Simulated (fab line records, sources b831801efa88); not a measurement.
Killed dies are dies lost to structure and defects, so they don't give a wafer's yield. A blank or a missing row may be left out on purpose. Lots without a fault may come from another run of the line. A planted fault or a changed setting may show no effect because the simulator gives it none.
Which tool did it? | flow gf180mcu | 15 lots, 45 wafers sampled, at 4 steps of a route of 602

WHAT THE GAUGES READ, wafer by wafer
The record holds no reading of a measuring or inspecting step that can be judged against a usual standard deviation.

WHICH TOOL RAN EACH LOT (tool, then ch and the chambers of the sampled wafers, then the start)
lot  | GF_STI_ETCH_14                  | GF_NWELL_STRIP_10                   | GF_VT_IMPLANT_STRIP_09               | GF_VT_IMPLANT_EXPOSE_15
L477 | rie_si-01 ch 0,1, day 2 02:44   | plasma_asher-03 ch 1, day 3 08:13   | plasma_asher-04 ch 0,1, day 5 18:01  | iline_stepper-01 ch 0, day 6 01:18
L478 | rie_si-02 ch 0,1,2, day 2 06:50 | plasma_asher-02 ch 0,1, day 3 14:37 | plasma_asher-03 ch 0,1, day 6 01:46  | iline_stepper-01 ch 0, day 6 09:13
L479 | rie_si-02 ch 0,1,2, day 2 12:04 | plasma_asher-04 ch 0,1, day 3 19:05 | plasma_asher-04 ch 0,1, day 6 05:07  | iline_stepper-01 ch 0, day 6 12:03
L483 | rie_si-02 ch 2,3, day 3 09:29   | plasma_asher-03 ch 0,1, day 4 23:20 | plasma_asher-04 ch 1, day 7 10:16    | iline_stepper-02 ch 0, day 7 18:31
L484 | rie_si-01 ch 1,3, day 3 14:22   | plasma_asher-03 ch 0,1, day 5 00:19 | plasma_asher-02 ch 0,1, day 7 11:31  | iline_stepper-02 ch 0, day 7 19:45
L485 | rie_si-01 ch 1,2,3, day 3 18:53 | plasma_asher-04 ch 0,1, day 5 04:56 | plasma_asher-04 ch 0,1, day 7 18:13  | iline_stepper-01 ch 0, day 8 01:49
L486 | rie_si-02 ch 1,2, day 3 23:56   | plasma_asher-04 ch 0,1, day 5 08:51 | plasma_asher-02 ch 0,1, day 7 20:41  | iline_stepper-01 ch 0, day 8 04:36
L487 | rie_si-02 ch 1,2,3, day 4 05:55 | plasma_asher-02 ch 0,1, day 5 15:52 | plasma_asher-03 ch 0,1, day 8 03:40  | iline_stepper-01 ch 0, day 8 12:12
L488 | rie_si-02 ch 0,3, day 4 10:20   | plasma_asher-04 ch 0,1, day 5 21:16 | plasma_asher-04 ch 0,1, day 8 11:05  | iline_stepper-01 ch 0, day 8 18:44
L489 | rie_si-02 ch 1,2,3, day 4 15:38 | plasma_asher-02 ch 0,1, day 6 00:59 | plasma_asher-04 ch 0,1, day 8 16:07  | iline_stepper-01, day 9 00:44
L490 | rie_si-01 ch 0,1,3, day 4 22:19 | plasma_asher-02 ch 0,1, day 6 08:19 | plasma_asher-02 ch 0,1, day 9 00:19  | iline_stepper-01, day 9 08:43
L491 | rie_si-02 ch 0,3, day 5 03:29   | plasma_asher-03 ch 1, day 6 14:46   | plasma_asher-04 ch 0,1, day 9 07:44  | iline_stepper-02, day 9 16:10
L498 | rie_si-01 ch 0,3, day 6 15:53   | plasma_asher-03 ch 0,1, day 8 03:23 | plasma_asher-04 ch 0,1, day 11 01:10 | iline_stepper-01 ch 0, day 11 09:30
L499 | rie_si-02 ch 0,1,3, day 6 20:11 | plasma_asher-02 ch 0,1, day 8 08:43 | plasma_asher-04 ch 0,1, day 11 05:10 | iline_stepper-02 ch 0, day 11 14:53
L500 | rie_si-02 ch 0,2, day 7 00:11   | plasma_asher-02 ch 0,1, day 8 12:50 | plasma_asher-04 ch 0,1, day 11 10:36 | iline_stepper-02 ch 0, day 11 20:35
- GF_STI_ETCH_14: etches Si in HBr/Cl2/O2, target depth 360 nm, time 102.9 s.
- GF_NWELL_STRIP_10: strips in O2/N2.
- GF_VT_IMPLANT_STRIP_09: strips in O2/N2.
- GF_VT_IMPLANT_EXPOSE_15: exposes mask Nwell LV AREA, target cd 860 nm.

WHAT THE TOOLS THEMSELVES READ (means of the sampled wafers that have a number; where no wafer has one, the mark that the record gives instead)
GF_STI_ETCH_14. Usual: drypump_motor_current_A 5.7 A, standard deviation 0.62; oes_product_au 1.008 a.u., standard deviation 0.0086; rf_fwd_power_W 596.7 W, standard deviation 2.3; throttle_valve_pct 25.650 %, standard deviation 0.011.
lot  | tool      | drypump_motor_current_A (A) | oes_product_au (a.u.) | rf_fwd_power_W (W) | throttle_valve_pct (%) | flag
L477 | rie_si-01 | 6.4                         | 1.002                 | 594.9              | 25.652                 |
L478 | rie_si-02 | 5.5                         | 1.000                 | 596.7              | 25.651                 |
L479 | rie_si-02 | 5.5                         | 1.004                 | 596.3              | 25.656                 |
L483 | rie_si-02 | 5.7                         | 0.998                 | 598.3              | 25.658                 |
L484 | rie_si-01 | 5.9                         | 1.015                 | 596.6              | 25.647                 |
L485 | rie_si-01 | 5.9                         | 1.008                 | 593.0              | 25.660                 |
L486 | rie_si-02 | 5.4                         | 1.003                 | 597.3              | 25.645                 |
L487 | rie_si-02 | 5.3                         | 1.006                 | 596.1              | 25.657                 |
L488 | rie_si-02 | 5.3                         | 1.011                 | 598.9              | 25.661                 |
L489 | rie_si-02 | 5.3                         | 1.002                 | 597.9              | 25.650                 |
L490 | rie_si-01 | 6.1                         | 1.013                 | 596.0              | 25.640                 |
L491 | rie_si-02 | 5.3                         | 1.006                 | 599.0              | 25.650                 |
L498 | rie_si-01 | 6.3                         | 1.023                 | 596.1              | 25.644                 |
L499 | rie_si-02 | 5.1                         | 1.005                 | 598.0              | 25.653                 |
L500 | rie_si-02 | 5.7                         | 1.015                 | 597.2              | 25.645                 |

GF_NWELL_STRIP_10. Usual: drypump_motor_current_A 5.5 A, standard deviation 0.55; heater_power_w 328 W, standard deviation 37; o2_flow_sccm 3000 sccm, standard deviation 11; oes_product_au 0.722 a.u., standard deviation 0.0048; strip_time_to_endpoint_s 36.94 s, standard deviation 0.11.
lot  | tool            | drypump_motor_current_A (A) | heater_power_w (W) | o2_flow_sccm (sccm) | oes_product_au (a.u.) | strip_time_to_endpoint_s (s) | flag
L477 | plasma_asher-03 | 6.0                         | 324                | 3001                | 0.721                 | 36.77                        |
L478 | plasma_asher-02 | 5.1                         | 374                | 3003                | 0.725                 | 36.94                        |
L479 | plasma_asher-04 | 5.5                         | 293                | 2996                | 0.722                 | 36.95                        |
L483 | plasma_asher-03 | 6.0                         | 314                | 3001                | 0.729                 | 36.85                        |
L484 | plasma_asher-03 | 6.0                         | 313                | 3004                | 0.720                 | 36.93                        |
L485 | plasma_asher-04 | 5.5                         | 292                | 2999                | 0.726                 | 36.89                        |
L486 | plasma_asher-04 | 5.1                         | 313                | 2995                | 0.721                 | 36.85                        |
L487 | plasma_asher-02 | 5.1                         | 370                | 2990                | 0.724                 | 36.84                        |
L488 | plasma_asher-04 | 5.2                         | 307                | 2989                | 0.720                 | 37.03                        |
L489 | plasma_asher-02 | 5.6                         | 374                | 3005                | 0.727                 | 37.01                        |
L490 | plasma_asher-02 | 5.6                         | 375                | 2988                | 0.724                 | 36.71                        |
L491 | plasma_asher-03 | 6.0                         | 323                | 2997                | 0.724                 | 37.12                        |
L498 | plasma_asher-03 | 6.0                         | 305                | 3012                | 0.723                 | 37.05                        |
L499 | plasma_asher-02 | 5.6                         | 377                | 2995                | 0.722                 | 36.99                        |
L500 | plasma_asher-02 | 5.1                         | 375                | 3007                | 0.722                 | 36.89                        |

GF_VT_IMPLANT_STRIP_09. Usual: drypump_motor_current_A 5.4 A, standard deviation 0.54; heater_power_w 321 W, standard deviation 36; o2_flow_sccm 3000 sccm, standard deviation 9.4; oes_product_au 0.715 a.u., standard deviation 0.0046; strip_time_to_endpoint_s 12.62 s, standard deviation 0.034.
lot  | tool            | drypump_motor_current_A (A) | heater_power_w (W) | o2_flow_sccm (sccm) | oes_product_au (a.u.) | strip_time_to_endpoint_s (s) | flag
L477 | plasma_asher-04 | 5.5                         | 294                | 3007                | 0.720                 | 12.62                        |
L478 | plasma_asher-03 | 6.0                         | 314                | 3007                | 0.717                 | 12.59                        |
L479 | plasma_asher-04 | 5.5                         | 292                | 3003                | 0.719                 | 12.64                        |
L483 | plasma_asher-04 | 4.8                         | 318                | 2996                | 0.714                 | 12.63                        |
L484 | plasma_asher-02 | 5.6                         | 374                | 3006                | 0.716                 | 12.65                        |
L485 | plasma_asher-04 | 5.2                         | 310                | 2994                | 0.711                 | 12.65                        |
L486 | plasma_asher-02 | 5.6                         | 375                | 2994                | 0.711                 | 12.58                        |
L487 | plasma_asher-03 | 5.9                         | 309                | 2992                | 0.715                 | 12.62                        |
L488 | plasma_asher-04 | 5.5                         | 292                | 2997                | 0.716                 | 12.65                        |
L489 | plasma_asher-04 | 5.2                         | 313                | 2999                | 0.710                 | 12.60                        |
L490 | plasma_asher-02 | 5.1                         | 370                | 2998                | 0.718                 | 12.60                        |
L491 | plasma_asher-04 | 5.5                         | 292                | 3018                | 0.714                 | 12.58                        |
L498 | plasma_asher-04 | 5.5                         | 294                | 3005                | 0.713                 | 12.58                        |
L499 | plasma_asher-04 | 5.5                         | 299                | 3007                | 0.715                 | 12.68                        |
L500 | plasma_asher-04 | 5.2                         | 308                | 3003                | 0.717                 | 12.56                        |

GF_VT_IMPLANT_EXPOSE_15. Usual: exposure_dose_mJ_cm2 140.02, standard deviation 0.14; focus_offset_nm 0.0 nm, standard deviation 0.53.
lot  | tool             | exposure_dose_mJ_cm2 | focus_offset_nm (nm) | flag
L477 | iline_stepper-01 | 140.06               | -0.3                 |
L478 | iline_stepper-01 | 140.01               | -0.1                 |
L479 | iline_stepper-01 | 139.90               | -0.0                 |
L483 | iline_stepper-02 | 139.93               | -0.3                 |
L484 | iline_stepper-02 | 139.79               | 0.0                  |
L485 | iline_stepper-01 | 140.15               | -0.1                 |
L486 | iline_stepper-01 | 140.08               | 0.7                  |
L487 | iline_stepper-01 | 140.00               | 0.3                  |
L488 | iline_stepper-01 | 139.87               | 0.4                  |
L489 | iline_stepper-01 | -                    | -                    | OFF
L490 | iline_stepper-01 | -                    | -                    | OFF
L491 | iline_stepper-02 | -                    | -                    | OFF
L498 | iline_stepper-01 | 139.92               | 0.6                  |
L499 | iline_stepper-02 | 140.12               | -0.3                 |
L500 | iline_stepper-02 | 139.88               | 0.0                  |

THE ANSWER, worked out from the rows above alone
Rule: a lot is off if the mean of its wafers that have a number lies more than 3 standard deviations from the usual mean. A lot without any number at a reading at which 4 lots or more have one is off too. The other lots that the step has rows for count as sound. The gauges are gone through in route order, then the tools' own readings, and for those a lot's mean is taken as printed above. The first step at which some lot is off is used, and at that step the reading that is off furthest; a lot without a number counts as furthest.
Off: L489, L490, L491, at GF_VT_IMPLANT_EXPOSE_15 (exposure_dose_mJ_cm2). Without a number there: L489, L490, L491.
A tool fits if, at that step or a process step before it, it ran every lot that is off, and no sound lot after the first of them. None of those tried fits.

WHAT THE SIMULATOR HAD PUT IN
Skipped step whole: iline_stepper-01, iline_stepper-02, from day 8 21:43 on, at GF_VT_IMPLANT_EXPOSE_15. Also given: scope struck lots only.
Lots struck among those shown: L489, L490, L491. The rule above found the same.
